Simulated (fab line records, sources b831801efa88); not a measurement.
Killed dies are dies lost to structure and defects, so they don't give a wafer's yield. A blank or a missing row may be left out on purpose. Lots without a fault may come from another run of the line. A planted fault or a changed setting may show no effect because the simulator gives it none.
One fault seen from 2 desks | flow sky130 | each desk has only its own numbers; what lay behind them comes last

THE METROLOGY DESK
What the gauges read, lot by lot, whatever tool the lot ran on: means of the sampled wafers that have a number. A lot is out of limits, marked OUT, if its mean lies more than 4 standard deviations from the usual mean; the brackets give that distance.
Columns: A = METAL2_ALCU_THK at SKY_METAL2_THK_MEAS_06, usual 248 nm; B = METAL2_OVL at SKY_METAL2_OVL_MEAS_16, usual 0 nm; C = VIA2_W_RS at SKY_VIA2_RS_MEAS_22, usual 0.273 ohm/sq
lot  | first seen here | A   | B  | C
L295 | day 34 07:59    | 250 | 8  | 0.272
L296 | day 34 16:09    | 250 | -3 | 0.272
L297 | day 35 09:02    | 244 | -1 | 0.272
L298 | day 35 10:46    | 249 | -9 | 0.270
L299 | day 35 13:38    | 256 | 3  | 0.275
L300 | day 36 04:02    | 248 | 6  | 0.273
L301 | day 36 06:07    | 252 | -1 | 0.273
L306 | day 38 05:12    | 248 | -1 | 0.270
L309 | day 38 13:13    | 248 | -1 | 0.273
L312 | day 39 14:41    | 245 | -1 | 0.272
L313 | day 39 17:34    | 247 | 0  | 0.275
L314 | day 40 05:34    | 254 | 0  | 0.274
This desk's finding: nothing out of limits on any of the 12 lots.

THE TOOL OWNER'S DESK: cmp-02
The tool's own readings at SKY_LI_CONTACT_CMP_24 (polishes, stops on PSG, t overpolish 20 s, target thk 0 nm): means of the sampled wafers that have a number, for each lot that ran on this tool. A lot is out of limits, marked OUT, if its mean lies more than 4 standard deviations from the usual mean; the brackets give that distance.
Columns: A = motor_current_A at SKY_LI_CONTACT_CMP_24, usual 11.6 A; B = overpolish_run_s at SKY_LI_CONTACT_CMP_24, usual 20.000 s; C = time_to_endpoint_s at SKY_LI_CONTACT_CMP_24, usual 95 s
lot  | first seen here | A    | B      | C
L297 | day 30 13:19    | 12.5 | 20.003 | 98
L298 | day 30 15:16    | 11.5 | 20.001 | 94
L301 | day 31 12:13    | 10.8 | 20.010 | 90
L306 | day 33 11:55    | 11.8 | 19.993 | 90
L309 | day 33 21:44    | 11.3 | 19.998 | 89
This desk's finding: nothing out of limits on any of the 5 lots.

PUT TOGETHER
The metrology desk saw nothing out of limits.
The tool owner's desk saw nothing out of limits.

WHAT THE SIMULATOR HAD PUT IN
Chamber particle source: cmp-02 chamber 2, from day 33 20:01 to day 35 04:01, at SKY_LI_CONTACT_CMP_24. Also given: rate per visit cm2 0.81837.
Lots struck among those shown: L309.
